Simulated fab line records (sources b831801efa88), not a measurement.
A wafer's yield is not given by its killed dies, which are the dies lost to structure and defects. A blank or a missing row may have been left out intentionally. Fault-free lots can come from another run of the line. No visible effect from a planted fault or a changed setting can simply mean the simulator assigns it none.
fab line records | flow sky130
record lots=6 | wafers=17 | last-day=49
route steps=708 shown METAL3@536 CAPM@537
lots that met no fault: from a run of the same line without faults
start-h: hours from the record's first day to the start of the lot's first wafer shown | wait-h: hours elapsed since this lot's preceding step | " unchanged from the row above | L1.1+2: one row covering several wafers at once | - no value present, or no start provided | * or withheld: withheld | < > ~ a bound
route shown NAME@n: names a module that has steps shown in the file, with the first one's number in the route | usual: the fault-free wafers' mean and standard deviation | same: alike in all rows | chamber/n: place in a boat | sites: the reading at each site | _std_site: how widely they spread, as a standard deviation | _edge_site: inner sites' mean taken away from outer sites' mean | radius-mm: for every site, how far away it sits from the centre of the wafer | mask NAME#n: copy n | behind: the most recent tool/chamber to have shaped the wafer | hold: why the lot was held/for how many hours/how that ended | device: the n, p or np transistor that did not switch | end of line: tests of these same wafers at the route's end | where a step has no rows: the recipe by itself | killed: the dies lost at the first sort to structure and to defects; this is not the yield of the wafer | map: shows each die of a wafer: x if killed, . if not, _ if none is there
set.NAME: the setting the step ran with; set.NAME@STEP: the setting that earlier step ran with | model.NAME: the simulator's own value behind a step, which no gauge read
lots seen at some steps along the route; tables by step, rows by wafer
services: from which hour (start-h, from the record's first day; less than 0 if before it) a tool's chamber was out of use, for how many hours, and why
## steps
# step SKY_METAL3_SPUTTER_04
# recipe material=TiN | target-thk-nm=70 | power-w=6500 | time-s=58.3 | chamber-pressure-pa=0.4
# usual throttle-valve-pct=29.9/1.1
lot.wafer | tool           | chamber | start-h | wait-h | throttle-valve-pct
L759.2    | pvd-sputter-01 | -       | 849.61  | 0.0    | 29.9
L759.3    | "              | -       | "       | "      | 30.2
L759.6    | "              | -       | "       | "      | 31.4
L768.2    | pvd-sputter-04 | -       | 917.53  | 0.0    | 28.4
L768.4    | "              | -       | "       | "      | 31.4
L768.6    | "              | -       | "       | "      | 28.6
L771.1    | pvd-sputter-04 | -       | 942.47  | 0.0    | 28.5
L771.4    | "              | -       | "       | "      | 31.0
L771.5    | "              | -       | "       | "      | 31.4
L774.2    | pvd-sputter-04 | -       | 961.29  | 0.0    | 31.3
L774.4    | "              | -       | "       | "      | 28.5
L774.5    | "              | -       | "       | "      | 30.9
L773.2    | pvd-sputter-03 | -       | 961.60  | 0.0    | 29.7
L773.5    | "              | -       | "       | "      | 29.4
L773.6    | "              | -       | "       | "      | 29.7
L779.3    | pvd-sputter-03 | -       | 996.00  | 0.0    | 29.6
L779.6    | "              | -       | "       | "      | 29.5
# step SKY_CAPM_CVD_00
# recipe material=SiO2 | target-thk-nm=15.5 | temp-c=400 | time-s=withheld | rf-w=450
# usual heater-power-w=692/67
lot.wafer | tool     | chamber | start-h | wait-h | heater-power-w
L759.2    | pecvd-02 | 1       | 849.66  | 0.0    | 704
L759.3    | "        | 2       | "       | "      | 682
L759.6    | "        | 0       | "       | "      | 723
L768.2    | pecvd-01 | 0       | 917.58  | 0.0    | 659
L768.4    | "        | 1       | "       | "      | 774
L768.6    | "        | 0       | "       | "      | 636
L771.1    | pecvd-02 | 0       | 942.52  | 0.0    | 745
L771.4    | "        | 0       | "       | "      | 737
L771.5    | "        | 2       | "       | "      | 707
L774.2    | pecvd-02 | 2       | 961.34  | 0.0    | 689
L774.4    | "        | 0       | "       | "      | 663
L774.5    | "        | 2       | "       | "      | 666
L773.2    | pecvd-01 | 0       | 961.65  | 0.0    | 700
L773.5    | "        | 1       | "       | "      | 779
L773.6    | "        | 0       | "       | "      | 707
L779.3    | pecvd-01 | 0       | 996.05  | 0.0    | 642
L779.6    | "        | 0       | "       | "      | 672
# step SKY_CAPM_THK_MEAS_01
# recipe reads=SiO2_of_CAPM_CVD_00
# usual CAPM_CVD_00_THK=15.50/0.23
lot.wafer | tool          | chamber | start-h | wait-h | CAPM_CVD_00_THK[nm]
L759.2    | film-metro-03 | -       | 849.70  | -      | 15.43
L759.3    | "             | -       | "       | "      | 15.43
L759.6    | "             | -       | "       | "      | 15.65
L768.2    | film-metro-03 | -       | 917.61  | -      | 15.08
L768.4    | "             | -       | "       | "      | 15.29
L768.6    | "             | -       | "       | "      | 15.44
L771.1    | film-metro-02 | -       | 942.55  | -      | 15.41
L771.4    | "             | -       | "       | "      | 15.76
L771.5    | "             | -       | "       | "      | 15.55
L774.2    | film-metro-03 | -       | 961.37  | -      | 15.04
L774.4    | "             | -       | "       | "      | 15.55
L774.5    | "             | -       | "       | "      | 15.21
L773.2    | film-metro-01 | -       | 961.68  | -      | 15.40
L773.5    | "             | -       | "       | "      | 15.72
L773.6    | "             | -       | "       | "      | 15.24
L779.3    | film-metro-01 | -       | 996.09  | -      | 15.52
L779.6    | "             | -       | "       | "      | 15.56
# step SKY_CAPM_SPUTTER_02
# recipe material=TiN | target-thk-nm=200 | temp-c=300 | power-w=6500 | time-s=166.7 | chamber-pressure-pa=0.4
# usual throttle-valve-pct=29.6/1.5
lot.wafer | tool           | chamber | start-h | wait-h | throttle-valve-pct
L759.2    | pvd-sputter-02 | -       | 849.75  | 0.0    | 30.0
L759.3    | "              | -       | "       | "      | 28.2
L759.6    | "              | -       | "       | "      | 28.0
L768.2    | pvd-sputter-01 | -       | 917.66  | 0.0    | 30.4
L768.4    | "              | -       | "       | "      | 27.5
L768.6    | "              | -       | "       | "      | 30.5
L771.1    | pvd-sputter-02 | -       | 942.61  | 0.1    | 29.8
L771.4    | "              | -       | "       | "      | 31.5
L771.5    | "              | -       | "       | "      | 31.8
L774.2    | pvd-sputter-01 | -       | 961.42  | 0.0    | 29.7
L774.4    | "              | -       | "       | "      | 31.2
L774.5    | "              | -       | "       | "      | 30.0
L773.2    | pvd-sputter-04 | -       | 961.73  | 0.0    | 30.8
L773.5    | "              | -       | "       | "      | 30.5
L773.6    | "              | -       | "       | "      | 30.9
L779.3    | pvd-sputter-02 | -       | 996.13  | 0.0    | 28.2
L779.6    | "              | -       | "       | "      | 27.6
# step SKY_CAPM_RS_MEAS_03
# recipe thk-meas-gauge=four-point-probe | reads=TiN_of_CAPM_SPUTTER_02
# usual CAPM_TIN_RS=6.92/0.06
lot.wafer | tool          | chamber | start-h | wait-h | CAPM_TIN_RS[ohm/sq]
L759.2    | film-metro-01 | -       | 849.87  | 0.1    | 6.87
L759.3    | "             | -       | "       | "      | 6.87
L759.6    | "             | -       | "       | "      | 6.89
L768.2    | film-metro-01 | -       | 917.79  | 0.1    | 6.87
L768.4    | "             | -       | "       | "      | 6.88
L768.6    | "             | -       | "       | "      | 6.90
L771.1    | film-metro-03 | -       | 942.72  | 0.1    | 6.83
L771.4    | "             | -       | "       | "      | 6.85
L771.5    | "             | -       | "       | "      | 6.91
L774.2    | film-metro-02 | -       | 961.55  | 0.1    | 6.81
L774.4    | "             | -       | "       | "      | 6.80
L774.5    | "             | -       | "       | "      | 6.86
L773.2    | film-metro-01 | -       | 961.86  | 0.1    | 6.89
L773.5    | "             | -       | "       | "      | 6.84
L773.6    | "             | -       | "       | "      | 6.92
L779.3    | film-metro-02 | -       | 996.28  | 0.1    | 6.94
L779.6    | "             | -       | "       | "      | 6.94
# step SKY_CAPM_THK_MEAS_04
# recipe thk-meas-gauge=xrf | reads=TiN_of_CAPM_SPUTTER_02
# usual CAPM_TIN_THK=202.6/1.7
lot.wafer | tool          | chamber | start-h | wait-h | CAPM_TIN_THK[nm]
L759.2    | film-metro-01 | -       | 849.98  | 0.1    | 202.2
L759.3    | "             | -       | "       | "      | 201.9
L759.6    | "             | -       | "       | "      | 201.3
L768.2    | film-metro-01 | -       | 917.90  | 0.1    | 203.2
L768.4    | "             | -       | "       | "      | 203.3
L768.6    | "             | -       | "       | "      | 203.3
L771.1    | film-metro-03 | -       | 942.84  | 0.1    | 204.9
L771.4    | "             | -       | "       | "      | 203.9
L771.5    | "             | -       | "       | "      | 201.8
L774.2    | film-metro-02 | -       | 961.66  | 0.1    | 205.5
L774.4    | "             | -       | "       | "      | 206.7
L774.5    | "             | -       | "       | "      | 203.4
L773.2    | film-metro-01 | -       | 961.97  | 0.1    | 203.3
L773.5    | "             | -       | "       | "      | 205.1
L773.6    | "             | -       | "       | "      | 202.0
L779.3    | film-metro-02 | -       | 996.38  | 0.1    | 202.6
L779.6    | "             | -       | "       | "      | 202.8
# step SKY_CAPM_DEHYDRATE_05
# recipe temp-c=200 | time-s=60
# step SKY_CAPM_HMDS_06
# recipe prime-time-s=60 | prime-temp-c=120
# step SKY_CAPM_COAT_07
# recipe resist=NOVOLAK | spin-rpm=3000 | resist-thk-nm=1140
# step SKY_CAPM_SOFTBAKE_08
# recipe temp-c=90 | time-s=60 | resist=NOVOLAK
# step SKY_CAPM_EXPOSE_09
# recipe mask-id=CAPM | na=0.6 | source-shape=conventional | sigma-outer=0.6 | polarization=unpolarized | target-cd-nm=1000 | dose-mj=159
# step SKY_CAPM_PEB_10
# recipe temp-c=withheld | time-s=* | resist=NOVOLAK
# step SKY_CAPM_DEVELOP_11
# recipe resist=NOVOLAK | developer=TMAH | develop-time-s=60 | dev-temp-c=23
# usual developer-temp-C=22.98/0.1 | exhaust-pa=44.8/0.92
lot.wafer | tool           | chamber | start-h | wait-h | developer-temp-C | exhaust-pa
L759.2    | litho-track-01 | 0       | 875.53  | 0.1    | 23.17            | 44.6
L759.3    | "              | 0       | "       | "      | 23.03            | 44.6
L759.6    | "              | 0       | "       | "      | 23.08            | 44.0
L768.2    | litho-track-04 | 0       | 941.96  | 0.1    | 22.78            | 43.5
L768.4    | "              | 0       | "       | "      | 22.90            | 43.4
L768.6    | "              | 0       | "       | "      | 23.08            | 43.9
L771.1    | litho-track-01 | 0       | 966.50  | 0.1    | 22.85            | 43.8
L771.4    | "              | 0       | "       | "      | 22.86            | 44.6
L771.5    | "              | 0       | "       | "      | 22.83            | 43.9
L774.2    | litho-track-01 | 0       | 984.73  | 0.1    | 23.02            | 44.4
L774.4    | "              | 0       | "       | "      | 22.93            | 47.2
L774.5    | "              | 0       | "       | "      | 22.92            | 44.5
L773.2    | litho-track-04 | 0       | 984.96  | 0.1    | 23.01            | 44.4
L773.5    | "              | 0       | "       | "      | 22.95            | 45.6
L773.6    | "              | 0       | "       | "      | 22.91            | 46.7
L779.3    | litho-track-01 | 0       | 1018.60 | 0.1    | 22.89            | 45.3
L779.6    | "              | 0       | "       | "      | 22.86            | 44.1
# step SKY_CAPM_OVL_MEAS_12
# usual CAPM_OVL=0.6/1.2
lot.wafer | tool       | chamber | start-h | wait-h | CAPM_OVL[nm]
L759.2    | overlay-01 | -       | 875.66  | 0.1    | -2.9
L759.3    | "          | -       | "       | "      | -0.9
L759.6    | "          | -       | "       | "      | 1.4
L768.2    | overlay-02 | -       | 942.09  | 0.1    | 1.8
L768.4    | "          | -       | "       | "      | -1.7
L768.6    | "          | -       | "       | "      | 0.9
L771.1    | overlay-02 | -       | 966.65  | 0.1    | 3.9
L771.4    | "          | -       | "       | "      | 1.6
L771.5    | "          | -       | "       | "      | 1.1
L774.2    | overlay-01 | -       | 984.86  | 0.1    | 0.3
L774.4    | "          | -       | "       | "      | 0.6
L774.5    | "          | -       | "       | "      | 1.0
L773.2    | overlay-01 | -       | 985.09  | 0.1    | 1.1
L773.5    | "          | -       | "       | "      | 1.7
L773.6    | "          | -       | "       | "      | 2.1
L779.3    | overlay-02 | -       | 1018.72 | 0.1    | 0.3
L779.6    | "          | -       | "       | "      | 1.5
# step SKY_CAPM_METAL_ETCH_13
# recipe target-depth-nm=220 | stop-on=SiO2 | chemistry=Cl2/BCl3 | target=TiN | pressure-mtorr=10 | icp-w=900 | bias-w=48.5 | Cl2_flow_sccm=60 | bcl3-flow-sccm=30 | time-s=62.9
# usual drypump-motor-current-A=5.5/0.35 | oes-product-au=0.941/0.0069 | throttle-valve-pct=21.900/0.0091
lot.wafer | tool         | chamber | start-h | wait-h | drypump-motor-current-A | oes-product-au | rf-hours-counter-h | throttle-valve-pct | model.CAPM.cd-nm
L759.2    | rie-metal-04 | 1       | 875.69  | 0.0    | 5.2                     | 0.948          | 15                 | 21.885             | 997.7
L759.3    | "            | 1       | "       | "      | 5.1                     | 0.939          | -                  | 21.903             | 999
L759.6    | "            | 1       | "       | "      | 5.1                     | 0.945          | -                  | 21.882             | 998
L768.2    | rie-metal-02 | 1       | 942.12  | 0.0    | 5.8                     | 0.938          | 0                  | 21.896             | 997.5
L768.4    | "            | 0       | "       | "      | 5.2                     | 0.951          | -                  | 21.896             | 999.3
L768.6    | "            | 0       | "       | "      | 5.2                     | 0.945          | -                  | 21.901             | 996.3
L771.1    | rie-metal-04 | 1       | 966.69  | 0.0    | 5.1                     | 0.954          | 20                 | 21.892             | 998.5
L771.4    | "            | 0       | "       | "      | 6.0                     | 0.948          | -                  | 21.897             | 997.6
L771.5    | "            | 1       | "       | "      | 5.2                     | 0.952          | -                  | 21.898             | 1001
L774.2    | rie-metal-04 | 0       | 984.89  | 0.0    | 6.0                     | 0.953          | 4                  | 21.872             | 995.5
L774.4    | "            | 0       | "       | "      | 6.0                     | 0.951          | -                  | 21.896             | 994.4
L774.5    | "            | 0       | "       | "      | 6.0                     | 0.952          | -                  | 21.891             | 1010
L773.2    | rie-metal-02 | 0       | 985.12  | 0.0    | 5.2                     | 0.945          | 11                 | 21.900             | 1004
L773.5    | "            | 0       | "       | "      | 5.2                     | 0.956          | -                  | 21.905             | 1003
L773.6    | "            | 1       | "       | "      | 5.8                     | 0.947          | -                  | 21.909             | 1005
L779.3    | rie-metal-01 | 0       | 1018.77 | 0.0    | 5.9                     | 0.942          | -                  | 21.906             | 1014
L779.6    | "            | 0       | "       | "      | 5.9                     | 0.930          | -                  | 21.911             | 1002
# step SKY_CAPM_STRIP_14
# recipe chemistry=O2/N2 | power-w=1400 | pressure-mtorr=1500 | platen-temp-c=withheld | o2-flow-sccm=3000 | n2-flow-sccm=300 | overash-fraction=0.5
# usual drypump-motor-current-A=5.7/0.49 | oes-product-au=0.710/0.0042 | strip-time-to-endpoint-s=12.65/0.044
lot.wafer | tool            | chamber | start-h | wait-h | drypump-motor-current-A | oes-product-au | rf-hours-counter-h | strip-time-to-endpoint-s
L759.2    | plasma-asher-04 | 0       | 875.77  | 0.1    | 5.2                     | 0.717          | 102                | 12.75
L759.3    | "               | 1       | "       | "      | 5.1                     | 0.714          | -                  | 12.71
L759.6    | "               | 0       | "       | "      | 5.2                     | 0.709          | -                  | 12.69
L768.2    | plasma-asher-03 | 0       | 942.20  | 0.1    | 6.5                     | 0.715          | 20                 | 12.66
L768.4    | "               | 0       | "       | "      | 6.5                     | 0.714          | -                  | 12.61
L768.6    | "               | 1       | "       | "      | 5.9                     | 0.717          | -                  | 12.65
L771.1    | plasma-asher-02 | 0       | 966.77  | 0.1    | 5.9                     | 0.706          | 54                 | 12.63
L771.4    | "               | 0       | "       | "      | 5.9                     | 0.715          | -                  | 12.62
L771.5    | "               | 0       | "       | "      | 5.9                     | 0.710          | -                  | 12.67
L774.2    | plasma-asher-04 | 0       | 984.97  | 0.1    | 5.2                     | 0.704          | 114                | 12.61
L774.4    | "               | 1       | "       | "      | 5.1                     | 0.715          | -                  | 12.68
L774.5    | "               | 1       | "       | "      | 5.1                     | 0.700          | -                  | 12.60
L773.2    | plasma-asher-02 | 1       | 985.20  | 0.1    | 6.0                     | 0.712          | 56                 | 12.61
L773.5    | "               | 0       | "       | "      | 6.0                     | 0.709          | -                  | 12.66
L773.6    | "               | 1       | "       | "      | 6.0                     | 0.714          | -                  | 12.66
L779.3    | plasma-asher-03 | 1       | 1018.85 | 0.1    | 5.9                     | 0.711          | -                  | 12.68
L779.6    | "               | 0       | "       | "      | 6.5                     | 0.708          | -                  | 12.74
## services
tool            | chamber | start-h | hours | kind
plasma-asher-03 | -       | 859.04  | 0.6   | repair
plasma-asher-02 | -       | 863.32  | 0.7   | repair
pecvd-02        | 0       | 865.64  | 2.1   | scheduled-down
rie-metal-02    | -       | 872.29  | 2.7   | repair
rie-metal-04    | -       | 874.19  | 1.4   | pm
rie-metal-01    | -       | 888.76  | 1.3   | repair
plasma-asher-02 | -       | 895.49  | 0.8   | repair
pecvd-02        | 1       | 896.14  | 3.6   | repair
pvd-sputter-01  | 0       | 897.04  | -     | consumable-replace:kit
pvd-sputter-01  | 0       | 897.04  | 18.0  | scheduled-down
pvd-sputter-01  | 0       | 897.04  | 18.0  | vent-cycle
rie-metal-04    | 0       | 901.62  | -     | clean
rie-metal-04    | 0       | 901.62  | 16.2  | scheduled-down
rie-metal-04    | 0       | 901.62  | 16.2  | vent-cycle
plasma-asher-03 | -       | 967.52  | 2.8   | pm
pvd-sputter-02  | -       | 967.72  | 1.6   | repair
pvd-sputter-04  | 0       | 970.28  | -     | consumable-replace:kit
pvd-sputter-04  | 0       | 970.28  | 18.0  | scheduled-down
pvd-sputter-04  | 0       | 970.28  | 18.0  | vent-cycle
plasma-asher-03 | -       | 980.44  | 4.6   | repair
rie-metal-02    | 1       | 993.90  | 5.6   | repair
pvd-sputter-03  | -       | 994.57  | 1.2   | repair
plasma-asher-02 | -       | 1000.25 | 0.6   | repair
rie-metal-04    | 1       | 1012.88 | -     | clean
## key
first-sign none at tools or gauges
model-effect step=SKY_CAPM_METAL_ETCH_13 | value=CAPM.cd-nm | without=998.4 | struck=1012
met-at SKY_CAPM_DEVELOP_11
struck-wafers L774.5,L779.3
onset-between 966.50 984.73
fault kind=process-parameter-drift | tool=litho-track-01 | chamber=- | onset-h=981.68 | steps=SKY_CAPM_DEVELOP_11 | channel=develop-time-s | offset=* | shape=step | end-h=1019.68 | scope=struck-wafers-only | acts-in=* | stated=*
